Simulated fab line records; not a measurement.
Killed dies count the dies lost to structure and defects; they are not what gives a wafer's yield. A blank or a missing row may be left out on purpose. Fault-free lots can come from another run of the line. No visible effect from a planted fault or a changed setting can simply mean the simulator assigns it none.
Which tool was responsible?	flow sky130	13 lots with 39 wafers sampled at 4 steps, on a route of 708 steps

WHAT THE GAUGES SHOWED, per wafer
SKY_LDD_P_TW_MEAS_11. Usual: for LDD_P_TW the level is 638 and the standard deviation is 3.3.
lot	measured	on	LDD_P_TW	flag
L627	day 19 23:58	film-metro-04	638 639 633	
L628	day 20 05:37	film-metro-02	635 635 640	
L629	day 20 20:22	film-metro-04	638 640 639	
L631	day 21 04:55	film-metro-02	639 642 639	
L632	day 21 07:43	film-metro-03	641 642 641	
L634	day 22 01:27	film-metro-04	641 642 641	
L636	day 22 22:41	film-metro-04	644 641 641	
L637	day 23 02:56	film-metro-04	642 643 641	
L644	day 25 07:16	film-metro-04	639 637 640	
L645	day 25 15:58	film-metro-04	639 639 640	
L646	day 26 02:18	film-metro-04	637 635 632	
L647	day 26 08:11	film-metro-04	637 637 640	
L648	day 26 23:45	film-metro-04	637 638 635	

SKY_LDD_HVP_OVL_MEAS_07. Usual: for LDD_HVP_OVL the level is 0.4 nm and the standard deviation is 1.3.
lot	measured	on	LDD_HVP_OVL (nm)	flag
L627	day 22 13:06	overlay-02	2.0 4.1 -0.7	
L628	day 22 19:11	overlay-01	1.5 1.2 1.0	
L629	day 23 09:32	overlay-01	2.6 1.3 0.7	
L631	day 23 17:52	overlay-01	-0.2 -2.4 -1.4	
L632	day 23 20:26	overlay-02	2.2 1.4 1.9	
L634	day 24 14:23	overlay-02	0.7 0.7 1.5	
L636	day 25 09:07	overlay-01	1.2 0.2 2.6	
L637	day 25 14:20	overlay-02	1.7 0.3 1.5	
L644	day 27 17:43	overlay-01	1.5 0.2 0.8	
L645	day 28 01:43	overlay-02	0.1 -0.1 -1.6	
L646	day 28 12:26	overlay-02	0.9 1.3 -1.3	
L647	day 28 18:02	overlay-02	-2.4 -0.9 -2.1	
L648	day 29 08:25	overlay-01	1.0 -1.1 0.4	

TOOL THAT RAN EACH LOT (tool first, then ch and the chambers of the sampled wafers, then the start)
lot	SKY_VT_ADJUST_PCH_STRIP_09	SKY_LDD_P_DEVELOP_06
L627	plasma-asher-02 ch 0,1, day 11 09:19	litho-track-03 ch 0, day 19 23:26
L628	plasma-asher-03 ch 0,1, day 11 10:16	litho-track-04 ch 0, day 20 05:05
L629	plasma-asher-02 ch 0,1, day 11 20:19	litho-track-03 ch 0, day 20 19:52
L631	plasma-asher-02 ch 0,1, day 12 03:17	litho-track-04 ch 0, day 21 04:23
L632	plasma-asher-01 ch 0,1, day 12 04:58	litho-track-04 ch 0, day 21 07:09
L634	plasma-asher-02 ch 0,1, day 12 19:44	litho-track-02 ch 0, day 22 00:52
L636	plasma-asher-03 ch 0,1, day 13 13:47	litho-track-02 ch 0, day 22 22:08
L637	plasma-asher-01 ch 0,1, day 13 18:40	litho-track-04 ch 0, day 23 02:24
L644	plasma-asher-02 ch 0,1, day 15 19:02	litho-track-04 ch 0, day 25 06:42
L645	plasma-asher-03 ch 0,1, day 16 02:14	litho-track-04 ch 0, day 25 15:24
L646	plasma-asher-01 ch 0,1, day 16 13:14	litho-track-03 ch 0, day 26 01:46
L647	plasma-asher-03 ch 0,1, day 16 21:25	litho-track-02 ch 0, day 26 07:38
L648	plasma-asher-01 ch 1, day 17 10:01	litho-track-03 ch 0, day 26 23:13
- SKY_VT_ADJUST_PCH_STRIP_09: strips in O2/N2.
- SKY_LDD_P_DEVELOP_06: develop time 60 s.

AS READ BY THE TOOLS THEMSELVES (means over the sampled wafers that have a number; for cases with no such wafer, the mark the record gives instead)
SKY_VT_ADJUST_PCH_STRIP_09. Usual: drypump-motor-current-A 5.6 A, standard deviation 0.6; oes-product-au 0.722 a.u., standard deviation 0.0047; strip-time-to-endpoint-s 36.91 s, standard deviation 0.087.
lot	tool	drypump-motor-current-A (A)	oes-product-au (a.u.)	strip-time-to-endpoint-s (s)	flag
L627	plasma-asher-02	5.3	0.725	36.92	
L628	plasma-asher-03	5.8	0.721	36.79	
L629	plasma-asher-02	5.3	0.720	36.86	
L631	plasma-asher-02	5.1	0.716	37.05	
L632	plasma-asher-01	6.1	0.720	36.94	
L634	plasma-asher-02	5.2	0.725	37.06	
L636	plasma-asher-03	5.4	0.723	36.96	
L637	plasma-asher-01	5.9	0.722	36.97	
L644	plasma-asher-02	5.1	0.722	36.89	
L645	plasma-asher-03	5.9	0.721	36.82	
L646	plasma-asher-01	5.9	0.724	36.93	
L647	plasma-asher-03	5.4	0.725	36.83	
L648	plasma-asher-01	5.6	0.720	36.93	

SKY_LDD_P_DEVELOP_06. Usual: developer-temp-C 23.01 C, standard deviation 0.096; exhaust-pa 45.0 Pa, standard deviation 0.92.
lot	tool	developer-temp-C (C)	exhaust-pa (Pa)	flag
L627	litho-track-03	23.00	44.5	
L628	litho-track-04	23.07	44.5	
L629	litho-track-03	23.03	45.7	
L631	litho-track-04	22.91	45.7	
L632	litho-track-04	23.03	44.8	
L634	litho-track-02	23.01	45.1	
L636	litho-track-02	22.95	45.3	
L637	litho-track-04	22.90	44.6	
L644	litho-track-04	25.27	45.2	OFF
L645	litho-track-04	25.47	45.3	OFF
L646	litho-track-03	23.08	44.7	
L647	litho-track-02	22.97	46.6	
L648	litho-track-03	23.05	44.8	

THE ANSWER, worked out from the rows above alone
Rule: take the mean of a lot's wafers that have a number; if it is more than 3 standard deviations from the usual mean, the lot is off. Also off: a lot with no number at a reading for which 4 or more lots have one. All remaining lots with rows at the step are treated as sound. The gauges are gone through in route order, then the tools' own readings, and for those a lot's mean is taken as printed above. At the first step where some lot is off, the reading lying furthest off is the one used; lots without a number count as furthest.
Off: L644, L645, at SKY_LDD_P_DEVELOP_06 (developer-temp-C).
If a tool, at that step or one of the process steps before it, ran each lot that is off and ran no sound lot following the first of them, it fits. One fits: litho-track-04 at SKY_LDD_P_DEVELOP_06. A fault onset in the window from L637 (day 23 02:24, its last sound lot) to L644 (day 25 06:42, its first lot off) fits.
On the lots that are off, the tool's own readings at SKY_LDD_P_DEVELOP_06 differ by more than 5 times the standard deviation of the sound lots' means, which bears it out; developer-temp-C reads 25.37 C there versus 23.00 C on the sound lots.

WHAT THE SIMULATOR PUT IN
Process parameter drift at SKY_LDD_P_DEVELOP_06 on litho-track-04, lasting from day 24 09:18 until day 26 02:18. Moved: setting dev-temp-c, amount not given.
Shown lots that were struck: L644, L645. Same finding as the rule above.
